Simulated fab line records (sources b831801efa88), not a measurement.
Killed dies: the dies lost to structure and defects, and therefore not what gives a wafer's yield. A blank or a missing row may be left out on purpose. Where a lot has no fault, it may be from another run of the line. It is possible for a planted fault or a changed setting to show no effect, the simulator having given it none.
A lot that was struck, set against a sound lot    flow sky130    17 out of 708 route steps
Sound: these wafers, L106.2, L106.5, L106.6. Wafers struck: L120.2, L120.3. The cause comes at the end.
Order at every step that has rows: each side's tool, ch and its chambers, its first start. Under that, the readings that differ: sound wafers    struck wafers    difference of the means    sigmas: that difference in standard deviations of wafers without a fault.
alike: words and numbers the same on both sides, and readings whose means are apart by under 2 such deviations; not compared: readings that were withheld, readings missing a value for some wafer, numbers with overlapping values and no deviation given by the record, and bounds like >300 which may hide the same value.
Wherever a step has rows on one side only, a row that says differs or no value, or a row with sigmas, the two part there. Numbers that have no deviation but don't overlap get no sigmas and don't part them. Lack of a reading on every wafer of one side parts them only where that side has two or more wafers.

first, 5 steps without rows for these wafers: SKY_SD_N_COAT_02 (resist thk 1140 nm); SKY_SD_N_SOFTBAKE_03 (time 60 s); SKY_SD_N_EXPOSE_04 (exposes mask NSDM, target cd 380 nm); SKY_SD_N_PEB_05; SKY_SD_N_DEVELOP_06 (develop time 60 s).
SKY_SD_N_CD_MEAS_07: the cd target is 380 nm.
  sound on cd sem-02, day 29 19:31; struck on cd sem-02, day 34 12:52
  alike: cd nm
SKY_SD_N_OVL_MEAS_08:
  sound on overlay-02, day 29 19:38; struck on overlay-02, day 34 12:59
  alike: SD_N_OVL
then, 2 steps without rows for these wafers: SKY_SD_N_IMPLANT_09; SKY_SD_N_IMPLANT_10.
SKY_SD_N_STRIP_11: strips in O2/N2.
  sound on plasma asher-01 ch 0,1, day 29 19:58; struck on plasma asher-02 ch 0,1, day 34 13:37
reading                       sound              struck       difference  sigmas
strip time to endpoint s (s)  22.62 22.59 22.57  22.50 22.53  -0.08       -2
  alike: drypump motor current A, oes product au
  not compared: rf hours counter h
SKY_SD_N_TW_MEAS_12:
  sound on film metro-02, day 29 20:04; struck on film metro-03, day 34 13:43
reading  sound           struck     difference  sigmas
SD_N_TW  3987 3989 4003  4057 4096  +84         +2
then, 1 step without rows for these wafers: SKY_SD_N_CLEAN_13 (cleans in SC1/SC2, time 150 s).
SKY_SD_N_RTA_14: time 2 s.
  sound on rtp anneal-02 ch 0, day 29 20:12; struck on rtp anneal-02 ch 0, day 34 13:50
reading           sound                 struck         difference  sigmas
wafer_temp_C_max  1076.7 1077.2 1077.2  1085.2 1084.1  +7.6        +6
  alike: lamp power pct
SKY_SD_N_RS_MEAS_16: measures by four-point-probe.
  sound on film metro-03, day 29 20:23; struck on film metro-02, day 34 14:01
reading           sound              struck       difference  sigmas
SD_N_RS (ohm/sq)  68.72 68.70 68.56  67.48 67.45  -1.19       -7
SKY_SD_N_RS_MEAS_17: measures by four-point-probe.
  sound on film metro-03, day 29 20:31; struck on film metro-02, day 34 14:08
reading           sound              struck       difference  sigmas
SD_P_RS (ohm/sq)  147.4 147.6 147.4  141.9 142.0  -5.5        -12
SKY_SD_N_RS_MEAS_18: measures by four-point-probe.
  sound on film metro-03, day 29 20:38; struck on film metro-02, day 34 14:15
  alike: RES_XHIGH_RS
-- record jumps: 16 days separate the struck wafers' starts on either side; left off in module SD_N, taken up again in module PAD_OPEN, whose first shown step is the route's number 708 --
SKY_PAD_OPEN_PROBE_99:
  sound on prober-02, day 47 04:47; struck on prober-01, day 50 12:49
reading                               sound              struck       difference  sigmas
model.etest.res xhigh po.line ohm um  5645 5522 5547     5506 5408    -114        
model.etest.res pdiff.line ohm um     1430 1395 1359     1348 1336    -53         
model.etest.res high po.line ohm um   746.4 739.3 739.4  721.8 718.1  -21.7       
model.etest.licon high po.rc ohm      347.5 341.3 349.1  332.8 313.6  -22.8       
model.etest.res high po.rs ohm sq     256.2 259.2 258    252.9 247.4  -7.7        
model.etest.res pdiff hv.rs ohm sq    191 190.2 191.3    186.7 186.2  -4.4        
model.etest.res pdiff.rs ohm sq       198.4 198 196.9    193.8 193.4  -4.2        
  alike: killed_at_M0_to_M3, killed_at_M4_up, killed at contacts, killed at front end, killed at other, killed dies, killed open, killed short
  not compared: model.etest.res xhigh po.rs ohm sq

WHERE THEY PART
Last at SKY_SD_N_RS_MEAS_17 as far as this record goes, first at SKY_SD_N_STRIP_11. Later steps at which nothing parts them and some readings are alike: SKY_SD_N_RS_MEAS_18, SKY_PAD_OPEN_PROBE_99.

WHY: the cause the simulator had injected
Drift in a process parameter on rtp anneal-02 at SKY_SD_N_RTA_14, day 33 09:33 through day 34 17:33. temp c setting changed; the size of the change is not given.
